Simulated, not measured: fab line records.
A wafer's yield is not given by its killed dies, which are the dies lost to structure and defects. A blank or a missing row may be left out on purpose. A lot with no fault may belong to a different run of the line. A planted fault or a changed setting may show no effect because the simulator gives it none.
The tool behind it: which one? || flow gf180mcu || 14 lots, 42 wafers sampled, at 3 steps of a route of 602

## WHAT THE GAUGES SHOWED, per wafer
GF_MVPSD_OVL_MEAS_07. Usual: for MVPSD_OVL the level is -0.4 nm and the standard deviation is 1.5.
{"lot": "L238", "measured": "day 5 03:12", "on": "overlay-01", "MVPSD_OVL (nm)": "0.4 -0.3 -1.0", "flag": ""}
{"lot": "L240", "measured": "day 5 13:16", "on": "overlay-01", "MVPSD_OVL (nm)": "0.3 -1.0 -2.5", "flag": ""}
{"lot": "L241", "measured": "day 5 20:59", "on": "overlay-01", "MVPSD_OVL (nm)": "-0.9 0.7 -2.1", "flag": ""}
{"lot": "L243", "measured": "day 6 06:53", "on": "overlay-02", "MVPSD_OVL (nm)": "1.0 0.3 0.3", "flag": ""}
{"lot": "L246", "measured": "day 6 23:40", "on": "overlay-01", "MVPSD_OVL (nm)": "-0.1 -2.1 0.2", "flag": ""}
{"lot": "L250", "measured": "day 8 00:42", "on": "overlay-02", "MVPSD_OVL (nm)": "1.9 4.0 2.3", "flag": ""}
{"lot": "L251", "measured": "day 8 04:35", "on": "overlay-02", "MVPSD_OVL (nm)": "1.9 1.2 0.9", "flag": ""}
{"lot": "L254", "measured": "day 8 20:59", "on": "overlay-02", "MVPSD_OVL (nm)": "0.3 -1.5 -2.1", "flag": ""}
{"lot": "L255", "measured": "day 9 04:26", "on": "overlay-01", "MVPSD_OVL (nm)": "-2.6 -0.9 -3.1", "flag": ""}
{"lot": "L256", "measured": "day 9 10:59", "on": "overlay-01", "MVPSD_OVL (nm)": "-0.9 1.4 0.0", "flag": ""}
{"lot": "L257", "measured": "day 9 17:31", "on": "overlay-01", "MVPSD_OVL (nm)": "-2.0 -0.9 0.5", "flag": ""}
{"lot": "L258", "measured": "day 9 23:11", "on": "overlay-02", "MVPSD_OVL (nm)": "-0.2 -1.1 -2.3", "flag": ""}
{"lot": "L259", "measured": "day 10 04:37", "on": "overlay-02", "MVPSD_OVL (nm)": "-3.2 -1.2 -1.8", "flag": ""}
{"lot": "L260", "measured": "day 10 11:34", "on": "overlay-01", "MVPSD_OVL (nm)": "1.3 1.9 0.4", "flag": ""}

GF_POLY_GATE_CD_MEAS_18. Usual: cd-nm reads 279.9 nm (standard deviation 1.6).
{"lot": "L238", "measured": "day 9 12:02", "on": "cd-sem-02", "cd-nm (nm)": "283.5 280.7 282.8", "flag": ""}
{"lot": "L240", "measured": "day 9 22:12", "on": "cd-sem-02", "cd-nm (nm)": "280.3 279.1 280.7", "flag": ""}
{"lot": "L241", "measured": "day 10 07:33", "on": "cd-sem-02", "cd-nm (nm)": "278.1 279.5 279.5", "flag": ""}
{"lot": "L243", "measured": "day 10 15:24", "on": "cd-sem-01", "cd-nm (nm)": "278.5 278.8 278.4", "flag": ""}
{"lot": "L246", "measured": "day 11 15:53", "on": "cd-sem-01", "cd-nm (nm)": "280.7 279.5 278.0", "flag": ""}
{"lot": "L250", "measured": "day 12 19:28", "on": "cd-sem-01", "cd-nm (nm)": "- - -", "flag": "OFF"}
{"lot": "L251", "measured": "day 13 02:59", "on": "cd-sem-01", "cd-nm (nm)": "- - -", "flag": "OFF"}
{"lot": "L254", "measured": "day 13 21:28", "on": "cd-sem-02", "cd-nm (nm)": "281.4 281.8 280.0", "flag": ""}
{"lot": "L255", "measured": "day 14 03:38", "on": "cd-sem-01", "cd-nm (nm)": "278.7 282.5 280.6", "flag": ""}
{"lot": "L256", "measured": "day 14 13:21", "on": "cd-sem-01", "cd-nm (nm)": "278.5 281.1 279.3", "flag": ""}
{"lot": "L257", "measured": "day 14 21:56", "on": "cd-sem-01", "cd-nm (nm)": "282.8 280.8 283.0", "flag": ""}
{"lot": "L258", "measured": "day 15 03:47", "on": "cd-sem-02", "cd-nm (nm)": "279.9 278.4 279.6", "flag": ""}
{"lot": "L259", "measured": "day 15 10:05", "on": "cd-sem-02", "cd-nm (nm)": "282.3 281.8 279.9", "flag": ""}
{"lot": "L260", "measured": "day 15 18:50", "on": "cd-sem-01", "cd-nm (nm)": "280.3 281.4 278.4", "flag": ""}

## WHAT TOOL EACH LOT RAN ON (gives the tool, then ch and the chambers of the sampled wafers, and finally the start)
{"lot": "L238", "GF_POLY_GATE_EXPOSE_07": "krf-scanner-01 ch 0, day 9 01:17"}
{"lot": "L240", "GF_POLY_GATE_EXPOSE_07": "krf-scanner-01 ch 0, day 9 12:19"}
{"lot": "L241", "GF_POLY_GATE_EXPOSE_07": "krf-scanner-02 ch 0, day 9 21:05"}
{"lot": "L243", "GF_POLY_GATE_EXPOSE_07": "krf-scanner-02 ch 0, day 10 05:13"}
{"lot": "L246", "GF_POLY_GATE_EXPOSE_07": "krf-scanner-02 ch 0, day 11 04:46"}
{"lot": "L250", "GF_POLY_GATE_EXPOSE_07": "krf-scanner-02, day 12 08:32"}
{"lot": "L251", "GF_POLY_GATE_EXPOSE_07": "krf-scanner-02, day 12 15:37"}
{"lot": "L254", "GF_POLY_GATE_EXPOSE_07": "krf-scanner-02 ch 0, day 13 09:17"}
{"lot": "L255", "GF_POLY_GATE_EXPOSE_07": "krf-scanner-02 ch 0, day 13 15:04"}
{"lot": "L256", "GF_POLY_GATE_EXPOSE_07": "krf-scanner-02 ch 0, day 14 01:34"}
{"lot": "L257", "GF_POLY_GATE_EXPOSE_07": "krf-scanner-02 ch 0, day 14 09:56"}
{"lot": "L258", "GF_POLY_GATE_EXPOSE_07": "krf-scanner-02 ch 0, day 14 15:14"}
{"lot": "L259", "GF_POLY_GATE_EXPOSE_07": "krf-scanner-02 ch 0, day 14 21:46"}
{"lot": "L260", "GF_POLY_GATE_EXPOSE_07": "krf-scanner-02 ch 0, day 15 06:18"}
- GF_POLY_GATE_EXPOSE_07: exposes mask Poly2, target cd 280 nm.

## AS READ BY THE TOOLS THEMSELVES (means over the sampled wafers that have a number; for cases with no such wafer, the mark the record gives instead)
GF_POLY_GATE_EXPOSE_07. Usual: exposure-dose-mJ-cm2 27.975, standard deviation 0.029; focus-offset-nm 0.0 nm, standard deviation 0.52.
{"lot": "L238", "tool": "krf-scanner-01", "exposure-dose-mJ-cm2": 27.968, "focus-offset-nm (nm)": -0.2, "flag": ""}
{"lot": "L240", "tool": "krf-scanner-01", "exposure-dose-mJ-cm2": 27.967, "focus-offset-nm (nm)": 0.4, "flag": ""}
{"lot": "L241", "tool": "krf-scanner-02", "exposure-dose-mJ-cm2": 27.989, "focus-offset-nm (nm)": 0.6, "flag": ""}
{"lot": "L243", "tool": "krf-scanner-02", "exposure-dose-mJ-cm2": 27.958, "focus-offset-nm (nm)": 0.1, "flag": ""}
{"lot": "L246", "tool": "krf-scanner-02", "exposure-dose-mJ-cm2": 28.014, "focus-offset-nm (nm)": -0.4, "flag": ""}
{"lot": "L250", "tool": "krf-scanner-02", "exposure-dose-mJ-cm2": "-", "focus-offset-nm (nm)": "-", "flag": "OFF"}
{"lot": "L251", "tool": "krf-scanner-02", "exposure-dose-mJ-cm2": "-", "focus-offset-nm (nm)": "-", "flag": "OFF"}
{"lot": "L254", "tool": "krf-scanner-02", "exposure-dose-mJ-cm2": 27.993, "focus-offset-nm (nm)": 0.3, "flag": ""}
{"lot": "L255", "tool": "krf-scanner-02", "exposure-dose-mJ-cm2": 27.946, "focus-offset-nm (nm)": 0.1, "flag": ""}
{"lot": "L256", "tool": "krf-scanner-02", "exposure-dose-mJ-cm2": 27.981, "focus-offset-nm (nm)": 0.2, "flag": ""}
{"lot": "L257", "tool": "krf-scanner-02", "exposure-dose-mJ-cm2": 27.947, "focus-offset-nm (nm)": -0.1, "flag": ""}
{"lot": "L258", "tool": "krf-scanner-02", "exposure-dose-mJ-cm2": 27.973, "focus-offset-nm (nm)": -0.7, "flag": ""}
{"lot": "L259", "tool": "krf-scanner-02", "exposure-dose-mJ-cm2": 28.000, "focus-offset-nm (nm)": 0.4, "flag": ""}
{"lot": "L260", "tool": "krf-scanner-02", "exposure-dose-mJ-cm2": 27.981, "focus-offset-nm (nm)": -0.7, "flag": ""}

## THE ANSWER, worked out from the rows above alone
Rule: a lot is off if the mean of its wafers that have a number lies more than 3 standard deviations from the usual mean. A lot without any number at a reading at which 4 lots or more have one is off too. Any other lot the step has rows for is counted as sound. The gauges are gone through in route order, then the tools' own readings, and for those a lot's mean is taken as printed above. The first step at which some lot is off is used, and at that step the reading that is off furthest; a lot without a number counts as furthest.
Off, at GF_POLY_GATE_CD_MEAS_18 on cd-nm: L250, L251. Without a number there: L250, L251.
A tool fits if, at a process step before that reading, it ran every lot that is off, and no sound lot after the first of them. Not tried: the gauges at GF_POLY_GATE_CD_MEAS_18; whatever is off there is also off at GF_POLY_GATE_EXPOSE_07, on other tools, and gauge error can't account for it. No candidate that was tried fits.

## WHAT THE SIMULATOR HAD INSERTED
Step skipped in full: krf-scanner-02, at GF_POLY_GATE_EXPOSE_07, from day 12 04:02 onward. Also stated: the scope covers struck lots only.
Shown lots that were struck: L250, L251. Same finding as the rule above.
